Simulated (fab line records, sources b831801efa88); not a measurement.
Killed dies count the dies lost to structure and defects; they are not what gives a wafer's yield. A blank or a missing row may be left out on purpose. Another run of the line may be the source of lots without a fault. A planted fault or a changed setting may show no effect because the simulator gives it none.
Which tool is to blame? + flow gf180mcu + 6 lots with 18 wafers sampled at 2 steps, on a route of 602 steps

WHAT EACH GAUGE READ, for each wafer
GF_V3_THK_MEAS_03.
| lot  | measured     | on            | V3_CVD_02_THK (nm) |
|------|--------------|---------------|--------------------|
| L782 | day 22 19:15 | film-metro-02 | 839 833 842        |
| L785 | day 23 20:42 | film-metro-01 | 842 832 851        |
| L789 | day 25 03:09 | film-metro-02 | 855 865 871        |
| L795 | day 26 21:20 | film-metro-01 | 853 869 860        |
| L798 | day 27 20:40 | film-metro-01 | 846 843 854        |
| L801 | day 28 21:11 | film-metro-01 | 852 843 864        |

WHAT TOOL EACH LOT RAN ON (gives the tool, then ch and the chambers of the sampled wafers, and finally the start)
| lot  | GF_V3_CVD_02                    |
|------|---------------------------------|
| L782 | pecvd-03 ch 0,1, day 22 19:11   |
| L785 | pecvd-04 ch 0,2, day 23 20:38   |
| L789 | pecvd-03 ch 1,2, day 25 03:04   |
| L795 | pecvd-04 ch 0,1,2, day 26 21:16 |
| L798 | pecvd-04 ch 1,2, day 27 20:35   |
| L801 | pecvd-01 ch 0,2, day 28 21:07   |
- GF_V3_CVD_02: deposits SiO2 from TEOS, target thk 850 nm, time 94.851 s.

THE ANSWER, worked out from the rows above alone
Rule: what is usual is taken from the lots themselves. Put in order of their means at a reading, lots are off if they are a third of the lots or fewer, leave a main group of 4 or more, and stand apart from it by a gap of 3 or more times the standard deviation of the main group's means; of several such gaps the widest counts. The tables above print the reading to a certain number of digits; a main group whose means all agree to those digits is not used. Also off: a lot with no number at a reading for which 4 or more lots have one. All remaining lots with rows at the step are treated as sound.
None of the lots is off at any reading shown; this tells nothing.

WHAT THE SIMULATOR HAD INSERTED
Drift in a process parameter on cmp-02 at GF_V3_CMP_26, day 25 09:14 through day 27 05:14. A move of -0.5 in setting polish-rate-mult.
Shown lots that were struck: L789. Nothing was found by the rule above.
